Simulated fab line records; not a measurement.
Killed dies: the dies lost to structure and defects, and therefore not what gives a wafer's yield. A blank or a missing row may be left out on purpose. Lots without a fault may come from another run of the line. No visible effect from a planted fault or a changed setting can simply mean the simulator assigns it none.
Struck lot and sound lot, side by side + flow sky130 + 14 out of 708 route steps
Sound: the wafers L327.1, L327.3, L327.4. Struck: wafer L332.4. (L332.2 of the same lot was not struck and is left out.) The cause comes at the end.
For every step that has rows: the tool of each side, followed by ch and its chambers, followed by its first start. Under that, the readings that differ: sound wafers + struck wafers + difference of the means + sigmas: that difference in standard deviations of wafers without a fault.
alike: readings whose means differ by less than 2 such deviations, and words and numbers that are the same on both sides. not compared: withheld readings, readings that some wafer has no value for, bounds like >300 that may hide the same value, and numbers for which the record gives no deviation and whose values overlap.
Wherever a step has rows on one side only, a row that says differs or no value, or a row with sigmas, the two part there. Numbers that don't overlap but have no deviation are shown without sigmas and don't part them. A reading that every wafer of one side lacks parts them only if that side has two wafers or more.

SKY_VIA2_OVL_MEAS_13:
  struck on overlay-02, day 42 01:08; sound on overlay-02, day 39 00:40
  alike: VIA2_OVL
SKY_VIA2_ETCH_14: etches BARC in N2/H2, stops on SiO2, time 45.9 s, target depth 60 nm.
  sound on rie diel-03 ch 1,2,3, day 39 00:43; struck on rie diel-01 ch 3, day 42 01:10
| reading                | sound             | struck | difference | sigmas |
|------------------------|-------------------|--------|------------|--------|
| oes product au (a.u.)  | 0.858 0.861 0.863 | 0.844  | -0.017     | -4     |
| rf hours counter h (h) | 6 5 13            | 14     | +6         |        |
  alike: drypump motor current A, throttle valve pct
SKY_VIA2_ETCH_15: etches SiO2 in C4F8/O2/Ar, stops on TiN, target depth 546 nm, time 84 s.
  sound on rie diel-03 ch 1,2,3, day 39 00:45; struck on rie diel-01 ch 3, day 42 01:12
| reading                | sound  | struck | difference | sigmas |
|------------------------|--------|--------|------------|--------|
| rf hours counter h (h) | 6 5 13 | 14     | +6         |        |
  alike: oes product au
SKY_VIA2_STRIP_16: strips in O2/N2.
  sound on plasma asher-01 ch 0,1, day 39 00:49; struck on plasma asher-01 ch 0, day 42 01:16
  alike: drypump motor current A, oes product au, strip time to endpoint s
  not compared: rf hours counter h
then, 3 steps without rows for these wafers: SKY_VIA2_STRIP_17 (strips in post etch residue remover, time 1200 s); SKY_VIA2_CLEAN_18 (cleans in IPA, time 180 s); SKY_VIA2_CLEAN_19 (cleans in O3/DIW).
SKY_VIA2_SPUTTER_20: material TiN, target thk 20 nm, time 80 s.
  struck on pvd sputter-02, day 42 01:52; sound on pvd sputter-02, day 39 01:27
  alike: throttle valve pct
then, 1 step without rows for these wafers: SKY_VIA2_CVD_21 (deposits W, target thk 420 nm, time 126.4 s).
SKY_VIA2_RS_MEAS_22: measures by four-point-probe.
  struck on film metro-04, day 42 02:12; sound on film metro-01, day 39 01:38
  alike: VIA2_W_RS
SKY_VIA2_THK_MEAS_23: measures by xrf.
  struck on film metro-04, day 42 02:19; sound on film metro-01, day 39 01:46
  alike: VIA2_W_THK
SKY_VIA2_CMP_24: polishes, stops on SiO2, t overpolish 20 s, target thk 0 nm.
  sound on cmp-01 ch 0,1,3, day 39 01:49; struck on cmp-01 ch 3, day 42 02:25
  alike: edge zone pressure frac, motor current A, overpolish run s, platen rpm, time to endpoint s
SKY_METAL3_SPUTTER_00: material Ti, target thk 15 nm, time 10 s.
  struck on pvd sputter-02, day 42 02:40; sound on pvd sputter-04, day 39 02:07
| reading                                   | sound             | struck | difference | sigmas |
|-------------------------------------------|-------------------|--------|------------|--------|
| model.Ti_of_METAL3_SPUTTER_00.thk nm (nm) | 15.04 14.97 14.89 | 16.66  | +1.69      |        |
  alike: throttle valve pct
then, 1 step without rows for these wafers: SKY_METAL3_SPUTTER_01 (material TiN, target thk 20 nm, time 16.7 s).

WHERE THEY PART
Only at SKY_VIA2_ETCH_14, within this record. Later steps at which nothing parts them and some readings are alike: SKY_VIA2_ETCH_15, SKY_VIA2_STRIP_16, SKY_VIA2_SPUTTER_20, SKY_VIA2_RS_MEAS_22, SKY_VIA2_THK_MEAS_23, SKY_VIA2_CMP_24, SKY_METAL3_SPUTTER_00.

WHY: whatever the simulator had introduced
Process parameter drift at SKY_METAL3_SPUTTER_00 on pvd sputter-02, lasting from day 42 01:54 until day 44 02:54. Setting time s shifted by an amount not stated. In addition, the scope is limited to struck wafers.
